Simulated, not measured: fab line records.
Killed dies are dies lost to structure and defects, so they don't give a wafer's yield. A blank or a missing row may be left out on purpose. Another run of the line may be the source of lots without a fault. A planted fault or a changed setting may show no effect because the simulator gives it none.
What tool caused it? | flow gf180mcu | 37 wafers from 13 lots sampled at 5 of the route's 602 steps

## WHAT THE GAUGES READ, wafer by wafer
GF_V2_RS_MEAS_24: a four-point-probe measurement. Usual: V2_W_RS gives 0.323 ohm/sq (standard deviation 0.006).
lot  | measured     | on            | V2_W_RS (ohm/sq)  | flag
L448 | day 20 07:53 | film_metro-03 | 0.323 0.326       |
L449 | day 20 16:43 | film_metro-02 | 0.328 0.323 0.325 |
L450 | day 21 04:47 | film_metro-03 | 0.315 0.322 0.322 |
L452 | day 21 19:17 | film_metro-03 | 0.329 0.326 0.328 |
L453 | day 22 03:44 | film_metro-02 | 0.320 0.327 0.330 |
L456 | day 23 07:21 | film_metro-03 | 0.329 0.320 0.315 |
L455 | day 23 08:35 | film_metro-03 | 0.319 0.324 0.333 |
L458 | day 24 03:44 | film_metro-01 | 0.323 0.322 0.325 |
L460 | day 24 20:23 | film_metro-03 | 0.318 0.330 0.333 |
L463 | day 25 13:59 | film_metro-03 | 0.329 0.318 0.335 |
L464 | day 25 18:03 | film_metro-01 | 0.315 0.316 0.326 |
L468 | day 27 03:56 | film_metro-03 | 0.315 0.317       |
L471 | day 27 23:34 | film_metro-02 | 0.322 0.307 0.325 |

GF_M4_OVL_MEAS_15. Usual: M4_OVL gives -1 nm (standard deviation 4.9).
lot  | measured     | on         | M4_OVL (nm) | flag
L448 | day 23 11:17 | overlay-02 | 0 -1        |
L449 | day 23 19:38 | overlay-02 | -9 -3 -1    |
L450 | day 24 05:44 | overlay-01 | -6 -8 -8    |
L452 | day 24 19:56 | overlay-02 | 0 -4 -4     |
L453 | day 25 04:58 | overlay-02 | 0 -1 -1     |
L456 | day 26 04:23 | overlay-02 | -4 5 3      |
L455 | day 26 05:41 | overlay-01 | 2 1 3       |
L458 | day 27 00:02 | overlay-01 | -10 -1 -5   |
L460 | day 27 15:55 | overlay-01 | 3 -5 6      |
L463 | day 28 07:29 | overlay-01 | 3 -1 5      |
L464 | day 28 11:14 | overlay-02 | 0 6 15      |
L468 | day 29 19:32 | overlay-02 | 5 0         |
L471 | day 30 12:20 | overlay-02 | 5 6 4       |

GF_V5_THK_MEAS_03. Usual: V5_CVD_02_THK gives 1449 nm (standard deviation 17).
lot  | measured     | on            | V5_CVD_02_THK (nm) | flag
L448 | day 26 08:24 | film_metro-02 | 1429 1464          |
L449 | day 26 16:51 | film_metro-02 | 1463 1429 1454     |
L450 | day 27 02:32 | film_metro-01 | 1448 1445 1463     |
L452 | day 27 16:13 | film_metro-02 | 1451 1439 1486     |
L453 | day 27 22:07 | film_metro-02 | 1464 1453 1464     |
L456 | day 28 20:55 | film_metro-02 | 1454 1487 1444     |
L455 | day 28 22:36 | film_metro-01 | 1436 1460 1456     |
L458 | day 29 14:37 | film_metro-04 | 1422 1428 1446     |
L460 | day 30 05:40 | film_metro-01 | 1441 1471 1464     |
L463 | day 30 20:47 | film_metro-04 | 1499 1535 1557     | OFF
L464 | day 30 23:46 | film_metro-04 | 1509 1502 1503     | OFF
L468 | day 32 05:31 | film_metro-01 | 1431 1429          |
L471 | day 32 20:43 | film_metro-04 | 1447 1468 1484     |

## WHAT TOOL EACH LOT RAN ON (gives the tool, then ch and the chambers of the sampled wafers, and finally the start)
lot  | GF_V3_CVD_23                  | GF_V5_CVD_02
L448 | cvd_w-02 ch 1, day 22 10:22   | pecvd-04 ch 2, day 26 08:18
L449 | cvd_w-01 ch 0,1, day 22 19:45 | pecvd-04 ch 0,1,2, day 26 16:39
L450 | cvd_w-02 ch 0,1, day 23 06:28 | pecvd-03 ch 0,2, day 27 02:25
L452 | cvd_w-02 ch 0,1, day 23 21:17 | pecvd-04 ch 1,2, day 27 16:07
L453 | cvd_w-02 ch 0,1, day 24 05:44 | pecvd-01 ch 0,1,2, day 27 22:01
L456 | cvd_w-01 ch 1, day 25 06:16   | pecvd-01 ch 0,1,2, day 28 20:48
L455 | cvd_w-02 ch 0,1, day 25 07:38 | pecvd-03 ch 0,1,2, day 28 22:30
L458 | cvd_w-01 ch 0,1, day 26 02:19 | pecvd-04 ch 0,1,2, day 29 14:30
L460 | cvd_w-02 ch 0,1, day 26 18:16 | pecvd-04 ch 0,1,2, day 30 05:34
L463 | cvd_w-01 ch 0,1, day 27 10:57 | pecvd-04 ch 0,2, day 30 20:41
L464 | cvd_w-01 ch 1, day 27 14:33   | pecvd-04 ch 0,1,2, day 30 23:39
L468 | cvd_w-01 ch 0,1, day 28 23:43 | pecvd-03 ch 1,2, day 32 05:25
L471 | cvd_w-02 ch 0,1, day 29 16:48 | pecvd-01 ch 0,1,2, day 32 20:36
- GF_V3_CVD_23: deposits W, target thk 350 nm, time 104.9 s.
- GF_V5_CVD_02: deposits SiO2 from TEOS, target thk 1450 nm, time 163.28 s.

## AS READ BY THE TOOLS THEMSELVES (means over the sampled wafers that have a number; for cases with no such wafer, the mark the record gives instead)
GF_V3_CVD_23. Usual: heater_power_w at 788 W, with a standard deviation of 71.
lot  | tool     | heater_power_w (W) | flag
L448 | cvd_w-02 | 692                |
L449 | cvd_w-01 | 832                |
L450 | cvd_w-02 | 701                |
L452 | cvd_w-02 | 712                |
L453 | cvd_w-02 | 703                |
L456 | cvd_w-01 | 868                |
L455 | cvd_w-02 | 706                |
L458 | cvd_w-01 | 818                |
L460 | cvd_w-02 | 708                |
L463 | cvd_w-01 | 823                |
L464 | cvd_w-01 | 862                |
L468 | cvd_w-01 | 832                |
L471 | cvd_w-02 | 704                |

GF_V5_CVD_02. Usual: heater_power_w 664 W, standard deviation 95; rf_fwd_power_W 597.4 W, standard deviation 1.9.
lot  | tool     | heater_power_w (W) | rf_fwd_power_W (W) | flag
L448 | pecvd-04 | 665                | 598.2              |
L449 | pecvd-04 | 584                | 597.8              |
L450 | pecvd-03 | 674                | 596.7              |
L452 | pecvd-04 | 651                | 598.2              |
L453 | pecvd-01 | 643                | 596.4              |
L456 | pecvd-01 | 707                | 595.9              |
L455 | pecvd-03 | 685                | 598.1              |
L458 | pecvd-04 | 587                | 598.8              |
L460 | pecvd-04 | 608                | 596.6              |
L463 | pecvd-04 | 645                | 692.4              | OFF
L464 | pecvd-04 | 580                | 693.4              | OFF
L468 | pecvd-03 | 668                | 598.0              |
L471 | pecvd-01 | 725                | 597.3              |

## THE ANSWER, worked out from the rows above alone
Rule: a lot counts as off when the mean over its wafers that have a number is more than 3 standard deviations away from the usual mean. A lot without any number at a reading at which 4 lots or more have one is off too. The other lots that the step has rows for count as sound. The gauges are gone through in route order, then the tools' own readings, and for those a lot's mean is taken as printed above. The first step at which some lot is off is used, and at that step the reading that is off furthest; a lot without a number counts as furthest.
Off: at GF_V5_THK_MEAS_03 (V5_CVD_02_THK), L463, L464.
If a tool, at a process step before that reading, ran all the lots that are off and no sound lot after the first of them, it fits. Not tried: the gauges at GF_V5_THK_MEAS_03; whatever is off there is also off at GF_V5_CVD_02, on other tools, and gauge error can't account for it. One fits: pecvd-04 at GF_V5_CVD_02. Its last sound lot is L460 (day 30 05:34), its first lot that is off L463 (day 30 20:41): a fault that began between those two fits.
The tool's own readings at GF_V5_CVD_02 bear it out: on the lots that are off they differ by more than 5 times the standard deviation of the sound lots' means. rf_fwd_power_W reads 692.9 W there against 597.5 W on the sound lots.

## WHAT THE SIMULATOR HAD INSERTED
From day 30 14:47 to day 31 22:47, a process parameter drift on pecvd-04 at GF_V5_CVD_02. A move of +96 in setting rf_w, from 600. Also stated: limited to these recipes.
Struck lots among those shown: L463, L464. Same finding as the rule above.
